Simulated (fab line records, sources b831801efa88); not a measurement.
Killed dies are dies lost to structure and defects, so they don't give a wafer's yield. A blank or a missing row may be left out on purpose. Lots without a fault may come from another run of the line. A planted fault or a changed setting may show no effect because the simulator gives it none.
fab line records | flow gf180mcu
record lots=5 wafers=15 last_day=33
route steps=602 shown V4@497 MIM@503 M5@526
lots that met no fault: from a run of the same line without faults
start_h: hours from the record's first day to the start of the lot's first wafer shown | wait_h: hours since the lot's step before | " the same as in the row above | L1.1+2: a row that stands for several wafers | - no value, or no start given | * or withheld: withheld | < > ~ a bound
route shown NAME@n: a module of which the file shows steps, and the number in the route of the first | usual: mean/standard deviation of fault-free wafers | same: alike in all rows | chamber/n: place in a boat | sites: the reading at each site | _std_site: their standard deviation | _edge_site: outer sites' mean less inner sites' | radius_mm: how far each site lies from the wafer's centre | mask NAME#n: copy n | behind: the tool/chamber that last shaped the wafer | hold: why the lot was held/for how many hours/how that ended | device: the transistor (n, p or np) that didn't switch | end of line: the same wafers' tests at the end of the route | a step without rows: its recipe alone | killed: dies lost to structure and defects at the first sort, not the wafer's yield | map: a wafer's dies, x killed, . not, _ none there
set.NAME: the setting as run; set.NAME@STEP: as run at that earlier step | model.NAME: the simulator's own value behind a step, which no gauge read
lots at some steps of the route; a table a step, a row a wafer
services: from which hour (start_h, from the record's first day; less than 0 if before it) a tool's chamber was out of use, for how many hours, and why
## steps
# step GF_V4_SPUTTER_21
# recipe material=Ti target_thk_nm=15 chamber_pressure_pa=5 power_w=2500 substrate_temp_c=200 time_s=80.02
# usual throttle_valve_pct=30.5/0.83
# columns lot.wafer tool chamber start_h wait_h throttle_valve_pct
L076.1 pvd_sputter-01 - 586.12 0.0 30.5
L076.3 " - " " 31.0
L076.6 " - " " 30.6
L078.2 pvd_sputter-04 - 602.49 0.0 30.1
L078.3 " - " " 29.9
L078.6 " - " " 31.8
L087.1 pvd_sputter-04 - 671.17 0.0 29.5
L087.2 " - " " 29.9
L087.5 " - " " 29.3
L091.1 pvd_sputter-04 - 700.75 0.0 29.3
L091.3 " - " " 29.8
L091.6 " - " " 32.0
L093.3 pvd_sputter-01 - 711.71 0.0 30.5
L093.4 " - " " 30.3
L093.6 " - " " 31.2
# step GF_V4_SPUTTER_22
# recipe material=TiN target_thk_nm=10 chamber_pressure_pa=5 power_w=4000 time_s=40
# usual throttle_valve_pct=30.6/0.8
# columns lot.wafer tool chamber start_h wait_h throttle_valve_pct
L076.1 pvd_sputter-01 - 586.18 0.0 30.6
L076.3 " - " " 31.1
L076.6 " - " " 30.5
L078.2 pvd_sputter-04 - 602.55 0.0 30.1
L078.3 " - " " 30.1
L078.6 " - " " 31.9
L087.1 pvd_sputter-04 - 671.23 0.0 29.3
L087.2 " - " " 29.8
L087.5 " - " " 29.6
L091.1 pvd_sputter-04 - 700.81 0.0 29.7
L091.3 " - " " 29.9
L091.6 " - " " 31.7
L093.3 pvd_sputter-01 - 711.77 0.0 30.1
L093.4 " - " " 30.5
L093.6 " - " " 31.1
# step GF_V4_CVD_23
# recipe material=W target_thk_nm=350 time_s=104.9 temp_c=400 pressure_torr=40
# usual chamber_pressure_Torr=40.01/0.093 heater_power_w=820/84
# columns lot.wafer tool chamber start_h wait_h chamber_pressure_Torr heater_power_w
L076.1 cvd_w-02 1 586.22 0.0 40.05 766
L076.3 " 1 " " 40.06 737
L076.6 " 1 " " 39.96 747
L078.2 cvd_w-02 1 602.59 0.0 40.07 775
L078.3 " 0 " " 40.04 911
L078.6 " 1 " " 40.13 736
L087.1 cvd_w-02 1 671.27 0.0 40.04 741
L087.2 " 0 " " 39.98 934
L087.5 " 0 " " 40.06 926
L091.1 cvd_w-02 0 700.85 0.0 40.08 932
L091.3 " 0 " " 40.22 914
L091.6 " 0 " " 40.00 905
L093.3 cvd_w-02 1 711.85 0.1 40.07 732
L093.4 " 0 " " 40.10 931
L093.6 " 1 " " 39.99 746
# step GF_V4_RS_MEAS_24
# recipe thk_meas_gauge=four-point-probe reads=W_of_V4_CVD_23+TiN_of_V4_SPUTTER_22+Ti_of_V4_SPUTTER_21
# usual V4_W_RS=0.3291/0.0027
# columns lot.wafer tool chamber start_h wait_h V4_W_RS[ohm/sq]
L076.1 film_metro-03 - 586.33 0.1 0.3297
L076.3 " - " " 0.3311
L076.6 " - " " 0.3327
L078.2 film_metro-01 - 602.73 0.1 0.3292
L078.3 " - " " 0.3339
L078.6 " - " " 0.3279
L087.1 film_metro-01 - 671.38 0.1 0.3297
L087.2 " - " " 0.3318
L087.5 " - " " 0.3261
L091.1 film_metro-03 - 700.96 0.1 0.3240
L091.3 " - " " 0.3308
L091.6 " - " " 0.3285
L093.3 film_metro-01 - 711.96 0.1 0.3308
L093.4 " - " " 0.3269
L093.6 " - " " 0.3296
# step GF_V4_THK_MEAS_25
# recipe thk_meas_gauge=xrf reads=W_of_V4_CVD_23
# usual V4_W_THK=340/3.3
# columns lot.wafer tool chamber start_h wait_h V4_W_THK[nm]
L076.1 film_metro-03 - 586.45 0.1 341
L076.3 " - " " 339
L076.6 " - " " 336
L078.2 film_metro-01 - 602.84 0.1 336
L078.3 " - " " 333
L078.6 " - " " 337
L087.1 film_metro-01 - 671.50 0.1 340
L087.2 " - " " 339
L087.5 " - " " 343
L091.1 film_metro-03 - 701.08 0.1 344
L091.3 " - " " 339
L091.6 " - " " 338
L093.3 film_metro-01 - 712.06 0.1 338
L093.4 " - " " 341
L093.6 " - " " 339
# step GF_V4_CMP_26
# recipe stop_on=SiO2 down_force_psi=3.5 platen_rpm=60 t_overpolish_s=15 target_thk_nm=0 pad_velocity_m_s=0.94248
# usual motor_current_A=11.0/1.2 overpolish_run_s=14.999/0.0084 platen_rpm=60.00/0.043 slurry_flow_ml_min=150.0/0.43 time_to_endpoint_s=86/3.7
# columns lot.wafer tool chamber start_h wait_h motor_current_A overpolish_run_s platen_rpm slurry_flow_ml_min time_to_endpoint_s
L076.3 cmp-01 3 586.61 0.1 12.2 15.007 60.05 150.0 85
L076.1 " 0 " " 9.6 14.997 59.99 149.1 82
L076.6 " 2 " " 11.7 15.003 59.94 150.2 79
L078.2 cmp-02 1 603.15 0.3 11.7 15.011 59.94 150.4 81
L078.3 " 2 " " 11.3 15.007 59.92 150.6 86
L078.6 " 1 " " 12.0 14.988 59.98 150.2 83
L087.1 cmp-02 0 671.61 0.1 10.5 14.995 60.02 149.9 80
L087.2 " 1 " " 11.4 14.989 59.99 149.7 85
L087.5 " 0 " " 10.1 15.002 60.02 150.2 86
L091.3 cmp-02 1 701.14 0.0 12.2 14.996 60.00 150.5 90
L091.1 " 3 " " 9.3 14.996 60.05 150.1 89
L091.6 " 2 " " 12.3 14.985 59.93 149.5 91
L093.3 cmp-02 0 712.29 0.2 10.6 15.006 59.98 150.2 91
L093.4 " 3 " " 8.9 15.012 60.00 150.2 95
L093.6 " 0 " " 10.3 15.003 60.02 150.4 94
# step GF_MIM_SPUTTER_00
# recipe material=Ti target_thk_nm=37.5 arriving_ion_energy_ev=80 substrate_temp_c=200 chamber_pressure_pa=2 power_w=4000 time_s=150
# usual throttle_valve_pct=30.5/1.2
# columns lot.wafer tool chamber start_h wait_h throttle_valve_pct
L076.1 pvd_sputter-02 - 586.81 0.1 31.0
L076.3 " - " " 28.1
L076.6 " - " " 28.6
L078.2 pvd_sputter-01 - 603.40 0.2 30.5
L078.3 " - " " 31.4
L078.6 " - " " 31.3
L087.1 pvd_sputter-01 - 671.86 0.2 31.3
L087.2 " - " " 31.4
L087.5 " - " " 30.7
L091.1 pvd_sputter-02 - 701.44 0.1 31.8
L091.3 " - " " 31.1
L091.6 " - " " 28.9
L093.3 pvd_sputter-02 - 712.59 0.2 28.8
L093.4 " - " " 32.2
L093.6 " - " " 31.9
# step GF_MIM_SPUTTER_01
# recipe material=TiN target_thk_nm=30 power_w=6500 time_s=25 chamber_pressure_pa=0.4
# usual throttle_valve_pct=30.5/1.2
# columns lot.wafer tool chamber start_h wait_h throttle_valve_pct
L076.1 pvd_sputter-02 - 586.91 0.1 31.3
L076.3 " - " " 28.1
L076.6 " - " " 28.9
L078.2 pvd_sputter-01 - 603.50 0.1 30.5
L078.3 " - " " 31.3
L078.6 " - " " 31.0
L087.1 pvd_sputter-01 - 671.96 0.1 31.2
L087.2 " - " " 30.8
L087.5 " - " " 30.5
L091.1 pvd_sputter-02 - 701.54 0.1 32.4
L091.3 " - " " 31.1
L091.6 " - " " 28.7
L093.3 pvd_sputter-02 - 712.69 0.1 28.8
L093.4 " - " " 32.0
L093.6 " - " " 32.0
# step GF_MIM_SPUTTER_02
# recipe material=AlCu target_thk_nm=450 power_w=10600 time_s=23.9 chamber_pressure_pa=0.4
# usual throttle_valve_pct=30.5/1.2
# columns lot.wafer tool chamber start_h wait_h throttle_valve_pct
L076.1 pvd_sputter-02 - 586.94 0.0 31.2
L076.3 " - " " 27.8
L076.6 " - " " 28.6
L078.2 pvd_sputter-01 - 603.53 0.0 30.4
L078.3 " - " " 31.2
L078.6 " - " " 31.0
L087.1 pvd_sputter-01 - 671.99 0.0 31.4
L087.2 " - " " 31.0
L087.5 " - " " 30.5
L091.1 pvd_sputter-02 - 701.57 0.0 32.0
L091.3 " - " " 31.2
L091.6 " - " " 29.0
L093.3 pvd_sputter-02 - 712.72 0.0 28.6
L093.4 " - " " 32.3
L093.6 " - " " 32.2
# step GF_MIM_SPUTTER_03
# recipe material=Ti target_thk_nm=10 substrate_temp_c=300 chamber_pressure_pa=0.3 power_w=3000 time_s=6.7
# usual throttle_valve_pct=30.5/1.2
# columns lot.wafer tool chamber start_h wait_h throttle_valve_pct
L076.1 pvd_sputter-02 - 586.97 0.0 31.1
L076.3 " - " " 27.6
L076.6 " - " " 28.8
L078.2 pvd_sputter-01 - 603.56 0.0 30.2
L078.3 " - " " 31.5
L078.6 " - " " 31.4
L087.1 pvd_sputter-01 - 672.02 0.0 31.2
L087.2 " - " " 31.1
L087.5 " - " " 30.8
L091.1 pvd_sputter-02 - 701.60 0.0 31.9
L091.3 " - " " 31.1
L091.6 " - " " 29.0
L093.3 pvd_sputter-02 - 712.75 0.0 28.7
L093.4 " - " " 31.9
L093.6 " - " " 31.9
# step GF_MIM_SPUTTER_04
# recipe material=TiN target_thk_nm=50 power_w=6500 time_s=41.7 chamber_pressure_pa=0.4
# usual throttle_valve_pct=30.5/1.2
# columns lot.wafer tool chamber start_h wait_h throttle_valve_pct
L076.1 pvd_sputter-02 - 586.99 0.0 31.3
L076.3 " - " " 28.0
L076.6 " - " " 28.7
L078.2 pvd_sputter-01 - 603.58 0.0 30.6
L078.3 " - " " 31.2
L078.6 " - " " 31.6
L087.1 pvd_sputter-01 - 672.04 0.0 31.4
L087.2 " - " " 31.0
L087.5 " - " " 30.8
L091.1 pvd_sputter-02 - 701.62 0.0 32.2
L091.3 " - " " 31.0
L091.6 " - " " 28.7
L093.3 pvd_sputter-02 - 712.77 0.0 28.7
L093.4 " - " " 32.0
L093.6 " - " " 32.0
# step GF_MIM_CVD_05
# recipe material=Si3N4 target_thk_nm=42 temp_max_c=400 temp_c=385 time_s=29.086 rf_w=450
# usual heater_power_w=645/58
# columns lot.wafer tool chamber start_h wait_h heater_power_w
L076.1 pecvd-02 1 587.03 0.0 639
L076.3 " 0 " " 633
L076.6 " 2 " " 770
L078.2 pecvd-03 2 603.62 0.0 669
L078.3 " 1 " " 575
L078.6 " 0 " " 677
L087.1 pecvd-02 0 672.08 0.0 688
L087.2 " 2 " " 700
L087.5 " 2 " " 721
L091.1 pecvd-04 2 701.66 0.0 681
L091.3 " 1 " " 583
L091.6 " 0 " " 742
L093.3 pecvd-03 0 712.81 0.0 706
L093.4 " 1 " " 643
L093.6 " 2 " " 663
# step GF_MIM_THK_MEAS_06
# recipe reads=Si3N4_of_MIM_CVD_05
# usual MIM_CVD_05_THK=42.1/0.52
# columns lot.wafer tool chamber start_h wait_h MIM_CVD_05_THK[nm]
L076.1 film_metro-01 - 587.06 0.0 41.3
L076.3 " - " " 41.7
L076.6 " - " " 42.1
L078.2 film_metro-02 - 603.66 0.0 41.8
L078.3 " - " " 41.6
L078.6 " - " " 42.3
L087.1 film_metro-01 - 672.11 0.0 41.3
L087.2 " - " " 41.2
L087.5 " - " " 41.8
L091.1 film_metro-02 - 701.70 0.0 42.0
L091.3 " - " " 42.1
L091.6 " - " " 42.7
L093.3 film_metro-04 - 712.86 0.0 42.5
L093.4 " - " " 42.6
L093.6 " - " " 43.1
# step GF_MIM_SPUTTER_07
# recipe material=TiN target_thk_nm=60 power_w=6500 time_s=50 chamber_pressure_pa=0.4
# usual throttle_valve_pct=30.6/1.1
# columns lot.wafer tool chamber start_h wait_h throttle_valve_pct
L076.1 pvd_sputter-01 - 587.12 0.1 30.4
L076.3 " - " " 30.3
L076.6 " - " " 31.2
L078.2 pvd_sputter-03 - 603.71 0.0 28.7
L078.3 " - " " 30.1
L078.6 " - " " 30.5
L087.1 pvd_sputter-02 - 672.17 0.1 28.8
L087.2 " - " " 27.9
L087.5 " - " " 31.7
L091.1 pvd_sputter-01 - 701.76 0.1 30.5
L091.3 " - " " 30.5
L091.6 " - " " 30.1
L093.3 pvd_sputter-01 - 712.90 0.0 31.2
L093.4 " - " " 30.4
L093.6 " - " " 31.2
# step GF_MIM_SPUTTER_08
# recipe material=AlCu target_thk_nm=200 power_w=10600 time_s=10.6 chamber_pressure_pa=0.4
# usual throttle_valve_pct=30.6/1.1
# columns lot.wafer tool chamber start_h wait_h throttle_valve_pct
L076.1 pvd_sputter-01 - 587.17 0.0 30.6
L076.3 " - " " 30.3
L076.6 " - " " 31.4
L078.2 pvd_sputter-03 - 603.75 0.0 28.9
L078.3 " - " " 30.3
L078.6 " - " " 30.8
L087.1 pvd_sputter-02 - 672.22 0.0 28.6
L087.2 " - " " 28.0
L087.5 " - " " 31.9
L091.1 pvd_sputter-01 - 701.80 0.0 30.7
L091.3 " - " " 30.4
L091.6 " - " " 30.4
L093.3 pvd_sputter-01 - 712.95 0.0 31.2
L093.4 " - " " 30.3
L093.6 " - " " 31.3
# step GF_MIM_SPUTTER_09
# recipe material=TiN target_thk_nm=35 power_w=6500 time_s=29.2 chamber_pressure_pa=0.4
# usual throttle_valve_pct=30.6/1.1
# columns lot.wafer tool chamber start_h wait_h throttle_valve_pct
L076.1 pvd_sputter-01 - 587.19 0.0 30.6
L076.3 " - " " 30.3
L076.6 " - " " 31.5
L078.2 pvd_sputter-03 - 603.78 0.0 28.9
L078.3 " - " " 30.5
L078.6 " - " " 30.3
L087.1 pvd_sputter-02 - 672.24 0.0 28.8
L087.2 " - " " 27.9
L087.5 " - " " 32.4
L091.1 pvd_sputter-01 - 701.82 0.0 30.7
L091.3 " - " " 30.6
L091.6 " - " " 30.8
L093.3 pvd_sputter-01 - 712.97 0.0 31.4
L093.4 " - " " 30.4
L093.6 " - " " 31.1
# step GF_MIM_RS_MEAS_10
# recipe thk_meas_gauge=four-point-probe reads=TiN_of_MIM_SPUTTER_09+AlCu_of_MIM_SPUTTER_08+TiN_of_MIM_SPUTTER_07
# usual MIM_ALCU_RS=0.1597/0.0018
# columns lot.wafer tool chamber start_h wait_h MIM_ALCU_RS[ohm/sq]
L076.1 film_metro-02 - 587.22 0.0 0.1588
L076.3 " - " " 0.1581
L076.6 " - " " 0.1600
L078.2 film_metro-04 - 603.83 0.0 0.1584
L078.3 " - " " 0.1572
L078.6 " - " " 0.1578
L087.1 film_metro-04 - 672.27 0.0 0.1571
L087.2 " - " " 0.1589
L087.5 " - " " 0.1592
L091.1 film_metro-01 - 701.86 0.0 0.1609
L091.3 " - " " 0.1600
L091.6 " - " " 0.1590
L093.3 film_metro-04 - 713.04 0.1 0.1589
L093.4 " - " " 0.1597
L093.6 " - " " 0.1603
# step GF_MIM_THK_MEAS_11
# recipe thk_meas_gauge=xrf reads=AlCu_of_MIM_SPUTTER_08
# usual MIM_ALCU_THK=199.1/2.4
# columns lot.wafer tool chamber start_h wait_h MIM_ALCU_THK[nm]
L076.1 film_metro-02 - 587.34 0.1 197.9
L076.3 " - " " 198.3
L076.6 " - " " 197.8
L078.2 film_metro-04 - 603.94 0.1 201.0
L078.3 " - " " 201.9
L078.6 " - " " 200.7
L087.1 film_metro-04 - 672.39 0.1 203.5
L087.2 " - " " 200.9
L087.5 " - " " 198.9
L091.1 film_metro-01 - 701.98 0.1 196.5
L091.3 " - " " 198.5
L091.6 " - " " 199.1
L093.3 film_metro-04 - 713.14 0.1 198.4
L093.4 " - " " 197.4
L093.6 " - " " 197.9
# step GF_MIM_DEHYDRATE_12
# recipe temp_c=200 time_s=60
# columns lot.wafer tool chamber start_h wait_h
L076.1+3+6 litho_track-02 0 596.82 9.5
L078.2+3+6 litho_track-02 0 613.60 9.7
L087.1+2+5 litho_track-04 0 680.84 8.4
L091.1+3+6 litho_track-02 0 710.47 8.5
L093.3+4+6 litho_track-04 0 721.49 8.3
# step GF_MIM_HMDS_13
# recipe prime_time_s=60 prime_temp_c=120
# usual prime_temp_c=120.00/0.14
# columns lot.wafer tool chamber start_h wait_h prime_temp_c
L076.1 litho_track-02 0 596.97 0.1 119.91
L076.3 " 0 " " 120.05
L076.6 " 0 " " 119.80
L078.2 litho_track-02 0 613.75 0.1 119.77
L078.3 " 0 " " 119.74
L078.6 " 0 " " 119.84
L087.1 litho_track-04 0 680.99 0.1 120.02
L087.2 " 0 " " 119.93
L087.5 " 0 " " 119.86
L091.1 litho_track-02 0 710.62 0.1 120.15
L091.3 " 0 " " 119.93
L091.6 " 0 " " 120.09
L093.3 litho_track-04 0 721.64 0.1 119.79
L093.4 " 0 " " 119.91
L093.6 " 0 " " 119.69
# step GF_MIM_COAT_14
# recipe resist=NOVOLAK spin_rpm=3000 resist_thk_nm=1000
# columns lot.wafer tool chamber start_h wait_h
L076.1+3+6 litho_track-02 0 597.12 0.1
L078.2+3+6 litho_track-02 0 613.90 0.1
L087.1+2+5 litho_track-04 0 681.14 0.1
L091.1+3+6 litho_track-02 0 710.77 0.1
L093.3+4+6 litho_track-04 0 721.79 0.1
# step GF_MIM_SOFTBAKE_15
# recipe temp_c=90 time_s=60 resist=NOVOLAK
# columns lot.wafer tool chamber start_h wait_h
L076.1+3+6 litho_track-02 0 597.27 0.1
L078.2+3+6 litho_track-02 0 614.05 0.1
L087.1+2+5 litho_track-04 0 681.29 0.1
L091.1+3+6 litho_track-02 0 710.92 0.1
L093.3+4+6 litho_track-04 0 721.94 0.1
# step GF_MIM_EXPOSE_16
# recipe mask_id=FuseTop target_cd_nm=2000 na=0.6 source_shape=conventional sigma_outer=0.6 dose_mj=140
# usual exposure_dose_mJ_cm2=140.02/0.13
# columns lot.wafer tool chamber start_h wait_h mask exposure_dose_mJ_cm2
L076.1 iline_stepper-01 0 - - FuseTop#0 140.00
L076.3 " 0 " " FuseTop#0 140.05
L076.6 " 0 " " FuseTop#0 139.95
L078.2 iline_stepper-02 0 - - FuseTop#0 139.91
L078.3 " 0 " " FuseTop#0 139.95
L078.6 " 0 " " FuseTop#0 139.76
L087.1 iline_stepper-02 0 - - FuseTop#0 140.16
L087.2 " 0 " " FuseTop#0 139.99
L087.5 " 0 " " FuseTop#0 139.86
L091.1 iline_stepper-02 0 - - FuseTop#0 139.87
L091.3 " 0 " " FuseTop#0 140.12
L091.6 " 0 " " FuseTop#0 139.98
L093.3 iline_stepper-01 0 - - FuseTop#0 140.05
L093.4 " 0 " " FuseTop#0 140.32
L093.6 " 0 " " FuseTop#0 140.07
# step GF_MIM_PEB_17
# recipe temp_c=withheld time_s=* resist=NOVOLAK
# columns lot.wafer tool chamber start_h wait_h
L076.1+3+6 litho_track-03 0 - -
L078.2+3+6 litho_track-02 0 - -
L087.1+2+5 litho_track-02 0 - -
L091.1+3+6 litho_track-02 0 - -
L093.3+4+6 litho_track-02 0 - -
# step GF_MIM_DEVELOP_18
# recipe develop_time_s=60 dev_temp_c=23
# columns lot.wafer tool chamber start_h wait_h
L076.1+3+6 litho_track-03 0 607.48 0.1
L078.2+3+6 litho_track-02 0 624.20 0.1
L087.1+2+5 litho_track-02 0 690.82 0.1
L091.1+3+6 litho_track-02 0 719.22 0.1
L093.3+4+6 litho_track-02 0 730.87 0.1
# step GF_MIM_METAL_ETCH_19
# recipe chemistry=Cl2/BCl3 mask_material=NOVOLAK stop_on=Si3N4 target_depth_nm=324.5 pressure_mtorr=8 icp_w=800 bias_w=140 Cl2_flow_sccm=80 bcl3_flow_sccm=40 time_s=54.1
# usual drypump_motor_current_A=5.6/0.39 oes_product_au=0.942/0.006 throttle_valve_pct=28.282/0.011
# columns lot.wafer tool chamber start_h wait_h drypump_motor_current_A oes_product_au rf_hours_counter_h throttle_valve_pct
L076.1 rie_metal-03 1 607.63 0.1 5.7 0.945 13 28.267
L076.3 " 1 " " 5.7 0.947 - 28.269
L076.6 " 1 " " 5.7 0.938 - 28.291
L078.2 rie_metal-03 0 624.35 0.1 5.4 0.944 - 28.272
L078.3 " 0 " " 5.4 0.939 - 28.274
L078.6 " 0 " " 5.4 0.946 - 28.276
L087.1 rie_metal-02 1 690.97 0.1 6.0 0.941 11 28.286
L087.2 " 0 " " 5.4 0.943 6 28.291
L087.5 " 0 " " 5.4 0.949 - 28.286
L091.1 rie_metal-02 0 719.37 0.1 5.4 0.942 7 28.279
L091.3 " 1 " " 6.0 0.937 - 28.293
L091.6 " 0 " " 5.4 0.941 - 28.285
L093.3 rie_metal-02 0 731.00 0.1 5.4 0.933 - 28.276
L093.4 " 1 " " 6.0 0.942 - 28.270
L093.6 " 0 " " 5.4 0.940 - 28.280
# step GF_MIM_STRIP_20
# recipe chemistry=O2/N2 power_w=1400 pressure_mtorr=1500 platen_temp_c=250 o2_flow_sccm=3000 n2_flow_sccm=300 overash_fraction=0.5
# usual drypump_motor_current_A=5.8/0.31 heater_power_w=319/28 n2_flow_sccm=300.0/1 o2_flow_sccm=2999/8.1 oes_product_au=0.692/0.0044 strip_time_to_endpoint_s=11.24/0.038
# columns lot.wafer tool chamber start_h wait_h drypump_motor_current_A heater_power_w n2_flow_sccm o2_flow_sccm oes_product_au rf_hours_counter_h strip_time_to_endpoint_s
L076.1 plasma_asher-03 1 607.77 0.1 6.1 329 301.4 3004 0.692 100 11.23
L076.3 " 0 " " 6.0 345 300.1 3000 0.694 - 11.23
L076.6 " 1 " " 6.1 323 300.5 3001 0.693 - 11.20
L078.2 plasma_asher-04 0 624.46 0.1 5.3 329 297.7 2999 0.696 21 11.23
L078.3 " 1 " " 5.8 277 300.6 3006 0.689 - 11.26
L078.6 " 0 " " 5.3 332 298.5 2996 0.690 - 11.22
L087.1 plasma_asher-04 1 691.04 0.0 5.8 280 300.4 3004 0.688 30 11.25
L087.2 " 0 " " 5.3 330 300.7 3003 0.687 30 11.22
L087.5 " 0 " " 5.3 323 302.2 3001 0.683 - 11.22
L091.1 plasma_asher-04 0 719.44 0.0 5.3 330 300.4 3009 0.687 34 11.27
L091.3 " 1 " " 5.8 280 299.6 3001 0.700 - 11.31
L091.6 " 1 " " 5.8 274 300.3 2994 0.699 - 11.23
L093.3 plasma_asher-03 1 731.08 0.1 6.0 324 299.7 2995 0.691 - 11.25
L093.4 " 0 " " 6.0 349 298.2 3002 0.692 - 11.23
L093.6 " 0 " " 6.0 345 300.3 2991 0.691 - 11.18
# step GF_MIM_STRIP_21
# recipe chemistry=post_etch_residue_remover time_s=1200 temp_c=72.5
# columns lot.wafer tool chamber start_h wait_h
L076.1+3+6 wet_bench-01 0 607.87 0.1
L078.2+3+6 wet_bench-04 3 624.56 0.1
L087.1+2+5 wet_bench-01 1 691.14 0.1
L091.1+3+6 wet_bench-04 0 719.54 0.1
L093.3+4+6 wet_bench-01 2 731.14 0.0
# step GF_MIM_CLEAN_22
# recipe chemistry=DIW dry=n2_spin
# columns lot.wafer tool chamber start_h wait_h
L076.1+3+6 wet_bench-02 0 608.28 0.0
L078.2+3+6 wet_bench-01 2 624.94 0.0
L087.1+2+5 wet_bench-02 0 691.52 0.0
L091.1+3+6 wet_bench-01 2 719.92 0.0
L093.3+4+6 wet_bench-02 1 731.48 0.0
# step GF_M5_DEHYDRATE_00
# recipe temp_c=200 time_s=60
# columns lot.wafer tool chamber start_h wait_h
L076.1+3+6 litho_track-01 0 618.25 9.9
L078.2+3+6 litho_track-01 0 634.42 9.4
L087.1+2+5 litho_track-01 0 700.25 8.6
L091.1+3+6 litho_track-02 0 728.47 8.5
L093.3+4+6 litho_track-02 0 739.32 7.7
# step GF_M5_HMDS_01
# recipe prime_time_s=60 prime_temp_c=120
# usual prime_temp_c=120.01/0.16
# columns lot.wafer tool chamber start_h wait_h prime_temp_c
L076.1 litho_track-01 0 618.40 0.1 120.04
L076.3 " 0 " " 120.09
L076.6 " 0 " " 120.06
L078.2 litho_track-01 0 634.57 0.1 120.16
L078.3 " 0 " " 120.26
L078.6 " 0 " " 120.26
L087.1 litho_track-01 0 700.40 0.1 120.10
L087.2 " 0 " " 119.98
L087.5 " 0 " " 120.05
L091.1 litho_track-02 0 728.62 0.1 119.93
L091.3 " 0 " " 120.05
L091.6 " 0 " " 119.87
L093.3 litho_track-02 0 739.47 0.1 119.74
L093.4 " 0 " " 120.03
L093.6 " 0 " " 120.08
# step GF_M5_COAT_02
# recipe resist=KrF spin_rpm=withheld resist_thk_nm=1000
# columns lot.wafer tool chamber start_h wait_h
L076.1+3+6 litho_track-01 0 618.55 0.1
L078.2+3+6 litho_track-01 0 634.72 0.1
L087.1+2+5 litho_track-01 0 700.55 0.1
L091.1+3+6 litho_track-02 0 728.77 0.1
L093.3+4+6 litho_track-02 0 739.62 0.1
# step GF_M5_SOFTBAKE_03
# recipe temp_c=130 time_s=60 resist=KrF
# columns lot.wafer tool chamber start_h wait_h
L076.1+3+6 litho_track-01 0 618.70 0.1
L078.2+3+6 litho_track-01 0 634.87 0.1
L087.1+2+5 litho_track-01 0 700.70 0.1
L091.1+3+6 litho_track-02 0 728.92 0.1
L093.3+4+6 litho_track-02 0 739.77 0.1
# step GF_M5_EXPOSE_04
# recipe mask_id=Metal5 target_cd_nm=280 na=0.68 source_shape=conventional sigma_outer=0.6 dose_mj=28
# usual exposure_dose_mJ_cm2=27.99/0.098
# columns lot.wafer tool chamber start_h wait_h mask exposure_dose_mJ_cm2
L076.1 krf_scanner-02 0 - - Metal5#0 28.01
L076.3 " 0 " " Metal5#0 27.95
L076.6 " 0 " " Metal5#0 27.97
L078.2 krf_scanner-01 0 - - Metal5#0 27.96
L078.3 " 0 " " Metal5#0 27.97
L078.6 " 0 " " Metal5#0 27.96
L087.1 krf_scanner-02 0 - - Metal5#0 27.98
L087.2 " 0 " " Metal5#0 27.97
L087.5 " 0 " " Metal5#0 27.97
L091.1 krf_scanner-02 0 - - Metal5#0 27.98
L091.3 " 0 " " Metal5#0 27.94
L091.6 " 0 " " Metal5#0 27.97
L093.3 krf_scanner-01 0 - - Metal5#0 27.96
L093.4 " 0 " " Metal5#0 28.02
L093.6 " 0 " " Metal5#0 27.97
# step GF_M5_PEB_05
# recipe peb_temp_c=135 peb_time_s=90 resist=KrF
# columns lot.wafer tool chamber start_h wait_h
L076.1+3+6 litho_track-01 0 - -
L078.2+3+6 litho_track-04 0 - -
L087.1+2+5 litho_track-02 0 - -
L091.1+3+6 litho_track-01 0 - -
L093.3+4+6 litho_track-04 0 - -
# step GF_M5_DEVELOP_06
# recipe develop_time_s=60 dev_temp_c=21
# columns lot.wafer tool chamber start_h wait_h
L076.1+3+6 litho_track-01 0 628.85 0.2
L078.2+3+6 litho_track-04 0 644.67 0.2
L087.1+2+5 litho_track-02 0 709.37 0.2
L091.1+3+6 litho_track-01 0 737.05 0.2
L093.3+4+6 litho_track-04 0 748.39 0.1
# step GF_M5_CD_MEAS_07
# recipe target_cd_nm=280
# usual cd_nm=280.5/1.1
# columns lot.wafer tool chamber start_h wait_h cd_nm
L076.1 cd_sem-02 - 629.00 0.1 279.0
L076.3 " - " " 280.2
L076.6 " - " " 279.9
L078.2 cd_sem-01 - 644.81 0.1 279.5
L078.3 " - " " 279.3
L078.6 " - " " 278.6
L087.1 cd_sem-02 - 709.52 0.1 280.1
L087.2 " - " " 279.9
L087.5 " - " " 280.0
L091.1 cd_sem-01 - 737.20 0.1 281.2
L091.3 " - " " 280.7
L091.6 " - " " 280.8
L093.3 cd_sem-01 - 748.53 0.1 281.6
L093.4 " - " " 281.1
L093.6 " - " " 282.3
# step GF_M5_OVL_MEAS_08
# usual M5_OVL=-1/5.8
# columns lot.wafer tool chamber start_h wait_h M5_OVL[nm]
L076.1 overlay-02 - 629.12 0.1 -7
L076.3 " - " " -4
L076.6 " - " " -3
L078.2 overlay-02 - 644.92 0.1 -12
L078.3 " - " " -2
L078.6 " - " " -8
L087.1 overlay-01 - 709.64 0.1 -6
L087.2 " - " " -10
L087.5 " - " " 0
L091.1 overlay-01 - 737.32 0.1 -6
L091.3 " - " " -8
L091.6 " - " " 1
L093.3 overlay-01 - 748.62 0.1 2
L093.4 " - " " 2
L093.6 " - " " 5
## services
# columns tool chamber start_h hours kind
iline_stepper-02 - 569.59 1.7 pm
pvd_sputter-02 - 570.33 1.1 repair
pvd_sputter-01 - 575.77 1.7 repair
krf_scanner-01 - 576.15 1.3 pm
pvd_sputter-02 - 587.07 2.3 repair
rie_metal-03 - 587.72 2.8 pm
wet_bench-04 - 588.29 1.9 pm
pecvd-02 - 591.12 14.0 pm
iline_stepper-02 - 594.69 2.1 pm
krf_scanner-02 - 600.67 0.3 repair
cvd_w-02 - 603.01 2.8 pm
krf_scanner-02 - 606.37 0.8 pm
cmp-02 - 612.09 0.8 repair
krf_scanner-02 - 631.54 4.0 pm
cmp-02 - 639.63 5.3 pm
pvd_sputter-03 - 658.35 2.7 repair
pvd_sputter-01 - 664.14 4.2 repair
cmp-02 - 665.47 0.9 repair
krf_scanner-02 - 706.90 1.3 pm
krf_scanner-02 - 718.54 1.0 pm
wet_bench-02 - 738.36 3.0 repair
cmp-02 - 744.17 4.0 pm
pvd_sputter-04 - 746.27 2.3 repair
pvd_sputter-04 - 746.49 14.2 repair
## key
fault none
